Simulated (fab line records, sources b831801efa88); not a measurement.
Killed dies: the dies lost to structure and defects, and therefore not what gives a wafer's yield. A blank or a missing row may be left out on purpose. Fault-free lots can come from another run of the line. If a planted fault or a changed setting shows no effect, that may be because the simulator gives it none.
Struck lot and sound lot, side by side :: flow sky130 :: 17 steps out of a route of 708
Sound: these wafers, L151.1, L151.2, L151.5. The struck wafers were L153.1, L153.4, L153.6. The cause is named last.
At each step with rows: each side's tool, then ch and its chambers, then its first start. Under that, the readings that differ: sound wafers :: struck wafers :: difference of the means :: sigmas: that difference in standard deviations of wafers without a fault.
alike: same words and numbers on both sides, and readings whose means sit less than 2 such deviations apart. not compared: any withheld reading, any reading some wafer has no value for, any bound like >300 that may hide the same value, and any number with overlapping values for which the record gives no deviation.
The two part at a step that has a row with sigmas, a row that says differs or no value, or rows on one side only. Numbers that don't overlap but have no deviation are shown without sigmas and don't part them. A reading that every wafer of one side lacks parts them only if that side has two wafers or more.

first, 1 step without rows for these wafers: SKY_LDD_N_IMPLANT_15.
SKY_LDD_N_STRIP_16: strips in O2/N2.
  sound on plasmaAsher-03 ch 0,1, day 24 02:23; struck on plasmaAsher-04 ch 0,1, day 24 19:35
reading: drypumpMotorCurrentA (A)
sound: 6.3 6.2 6.2
struck: 4.9 5.6 4.9
difference: -1.1
sigmas: -2
  alike: oesProductAu, stripTimeToEndpointS
  not compared: rfHoursCounterH
SKY_LDD_N_TW_MEAS_17:
  sound: filmMetro-01 at day 24 02:29; struck: filmMetro-03 at day 24 19:41
  alike: LDD_N_TW
then, 7 steps without rows for these wafers: SKY_LDD_P_DEHYDRATE_00 (time 60 s); SKY_LDD_P_HMDS_01 (prime time 60 s); SKY_LDD_P_COAT_02 (resist thk 1140 nm); SKY_LDD_P_SOFTBAKE_03 (time 60 s); SKY_LDD_P_EXPOSE_04 (exposes mask PSDM, target cd 380 nm); SKY_LDD_P_PEB_05; SKY_LDD_P_DEVELOP_06 (develop time 60 s).
SKY_LDD_P_CD_MEAS_07 targets a cd of 380 nm.
  sound: cdSem-02 at day 25 07:41; struck: cdSem-01 at day 26 00:38
  alike: cdNm
SKY_LDD_P_OVL_MEAS_08:
  sound: overlay-02 at day 25 07:48; struck: overlay-01 at day 26 00:45
  alike: LDD_P_OVL
SKY_LDD_P_IMPLANT_09:
  sound on implanter-04 ch 0, day 25 07:50; struck on implanter-04 ch 0, day 26 00:47
  alike: beamEnergyKeV
SKY_LDD_P_STRIP_10: strips in O2/N2.
  sound on plasmaAsher-02 ch 0,1, day 25 07:59; struck on plasmaAsher-02 ch 0,1, day 26 00:56
  alike: drypumpMotorCurrentA, oesProductAu, stripTimeToEndpointS
  not compared: rfHoursCounterH
SKY_LDD_P_TW_MEAS_11:
  sound: filmMetro-01 at day 25 08:05; struck: filmMetro-01 at day 26 01:02
reading: LDD_P_TW
sound: 630 629 632
struck: 579 577 576
difference: -53
sigmas: -9
then, 1 step without rows for these wafers: SKY_LDD_HVN_DEHYDRATE_00 (time 60 s).
-- a jump in the record: the struck wafers' starts before and after are 24 days apart (it breaks off in module LDD_HVN and resumes in module PAD_OPEN, where the first step shown is number 708 of the route) --
SKY_PAD_OPEN_PROBE_99:
  sound: prober-01 at day 49 23:01; struck: prober-01 at day 50 04:06
reading: model.etest.tipP.rsOhmSqRange
sound: 110.2 172.7 133.1
struck: 4161 4135 4107
difference: +3996
sigmas: 

reading: model.etest.tipP.rsOhmSq
sound: 6884 6874 6852
struck: 1.081e+04 1.086e+04 1.08e+04
difference: +3.953e+03
sigmas: 

reading: model.etest.tipP.rsOhmSqRimLessCentre
sound: -32.38 86.67 16.5
struck: -1983 -1983 -2038
difference: -2025
sigmas: 

reading: model.etest.pfet_01v8.driveUaUm
sound: 188.5 189.7 191
struck: 179.8 184.3 186
difference: -6.4
sigmas: 

reading: model.etest.pfet_01v8.driveUaUmRange
sound: 6.548 5.932 6.55
struck: 15.05 15.72 13.18
difference: +8.31
sigmas: 

reading: model.etest.pfet_01v8.offLog10AUm
sound: -9.739 -9.572 -9.601
struck: -10.52 -10.12 -9.861
difference: -0.53
sigmas: 
  alike: killed_at_M0_to_M3, killed_at_M4_up, killedAtContacts, killedAtFrontEnd, killedAtOther, killedDies, killedOpen, killedShort
  not compared: model.etest.pfet_01v8_hvt.driveUaUm, model.etest.pfet_01v8.driveUaUmRimLessCentre

WHERE THEY PART
Earliest at SKY_LDD_N_STRIP_16; latest, in this record, at SKY_LDD_P_TW_MEAS_11. Later steps at which nothing parts them and some readings are alike: SKY_PAD_OPEN_PROBE_99.

WHY: what the simulator had put in
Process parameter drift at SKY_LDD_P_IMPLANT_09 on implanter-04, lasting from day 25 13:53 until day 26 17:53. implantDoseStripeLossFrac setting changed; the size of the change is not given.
